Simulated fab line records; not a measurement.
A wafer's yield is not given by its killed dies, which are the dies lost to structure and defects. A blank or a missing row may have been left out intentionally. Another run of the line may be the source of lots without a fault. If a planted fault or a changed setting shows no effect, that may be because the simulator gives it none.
Commonality check across tools ; flow sky130 ; Lots sampled 11, wafers sampled 33

== WHAT PROMPTED THE OPENING ==
2 of 11 lots carry a flag on the reading CONTACT_W_RS at SKY_CONTACT_RS_MEAS_25. No-fault wafers: 0.334 ohm/sq, standard deviation 0.0054.
Rule: a lot is flagged in two cases, either no wafer of it has a number, or all its wafers with numbers fall more than 4 standard deviations from that mean. All remaining lots are regarded as sound.

lot;measured;on;CONTACT_W_RS (ohm/sq), wafer by wafer;flag
L383;day 32 08:55;film-metro-04;0.333 0.336 0.337;
L385;day 33 11:02;film-metro-02;0.329 0.342 0.334;
L387;day 33 17:40;film-metro-04;0.338 0.334 0.335;
L392;day 34 13:46;film-metro-04;0.670 0.660 0.666;FLAGGED
L393;day 35 01:12;film-metro-02;0.665 0.659 0.672;FLAGGED
L395;day 35 12:14;film-metro-02;0.340 0.329 0.330;
L400;day 37 10:50;film-metro-02;0.325 0.333 0.319;
L401;day 37 12:27;film-metro-03;0.333 0.332 0.329;
L404;day 38 12:03;film-metro-02;0.321 0.329 0.333;
L405;day 38 17:23;film-metro-03;0.340 0.341 0.337;
L406;day 38 19:19;film-metro-04;0.333 0.333 0.336;
Average over the flagged lots: 0.665 ohm/sq; offset from the usual +0.331 ohm/sq, equal to +61 standard deviations.

== WHICH TOOL RAN EACH LOT ==
2 process steps preceding the reading are held in the record, out of 708 steps in the route. Cell contents, in order: the tool; ch with the chambers the sampled wafers went through; the start.
lot;flag;SKY_CONTACT_SPUTTER_23;SKY_CONTACT_CVD_24
L383;;pvd-sputter-03, day 32 08:44;cvd-w-02 ch 1, day 32 08:49
L385;;pvd-sputter-02, day 33 10:50;cvd-w-01 ch 0,1, day 33 10:55
L387;;pvd-sputter-02, day 33 17:28;cvd-w-02 ch 0,1, day 33 17:32
L392;FLAGGED;pvd-sputter-04, day 34 13:34;cvd-w-02 ch 0,1, day 34 13:40
L393;FLAGGED;pvd-sputter-02, day 35 01:02;cvd-w-02 ch 0,1, day 35 01:05
L395;;pvd-sputter-02, day 35 12:02;cvd-w-01 ch 0,1, day 35 12:06
L400;;pvd-sputter-02, day 37 10:37;cvd-w-01 ch 0,1, day 37 10:43
L401;;pvd-sputter-02, day 37 12:16;cvd-w-01 ch 0, day 37 12:19
L404;;pvd-sputter-04, day 38 11:52;cvd-w-01 ch 0,1, day 38 11:55
L405;;pvd-sputter-03, day 38 17:08;cvd-w-02 ch 0,1, day 38 17:16
L406;;pvd-sputter-03, day 38 19:08;cvd-w-02 ch 0,1, day 38 19:11
These steps, and what they do:
- SKY_CONTACT_SPUTTER_23: material TiN, target thk 20 nm, time 80 s.
- SKY_CONTACT_CVD_24: deposits W, target thk 340 nm, time 102.12 s.
- SKY_CONTACT_RS_MEAS_25: measures by four-point-probe.

== FLAGGED OVER TOTAL, TOOL BY TOOL (the gauges that took the reading come last) ==
step;tool;lots run;flagged;share of the flagged lots;sound lots run after its first flagged lot
SKY_CONTACT_SPUTTER_23;pvd-sputter-02;6;1;some;3 (L395,L400,L401)
SKY_CONTACT_SPUTTER_23;pvd-sputter-03;3;0;none;-
SKY_CONTACT_SPUTTER_23;pvd-sputter-04;2;1;some;1 (L404)
SKY_CONTACT_CVD_24;cvd-w-01;5;0;none;-
SKY_CONTACT_CVD_24;cvd-w-02;6;2;all;2 (L405,L406)
SKY_CONTACT_RS_MEAS_25;film-metro-02;5;1;some;3 (L395,L400,L404)
SKY_CONTACT_RS_MEAS_25;film-metro-03;2;0;none;-
SKY_CONTACT_RS_MEAS_25;film-metro-04;4;1;some;1 (L406)

== WHAT IS ALLOWED BY THE TABLE ==
All flagged lots share 1 row of the table, namely cvd-w-02 at SKY_CONTACT_CVD_24.
- cvd-w-02 at SKY_CONTACT_CVD_24: 2 of its 6 lots flagged. After the first flagged lot (L405, L406), sound lots still ran on it; a lasting fault on the whole tool would not permit that.
None of the table's rows ran every flagged lot and, after the first, no sound lot.

== WHAT THE SIMULATOR HAD INSERTED ==
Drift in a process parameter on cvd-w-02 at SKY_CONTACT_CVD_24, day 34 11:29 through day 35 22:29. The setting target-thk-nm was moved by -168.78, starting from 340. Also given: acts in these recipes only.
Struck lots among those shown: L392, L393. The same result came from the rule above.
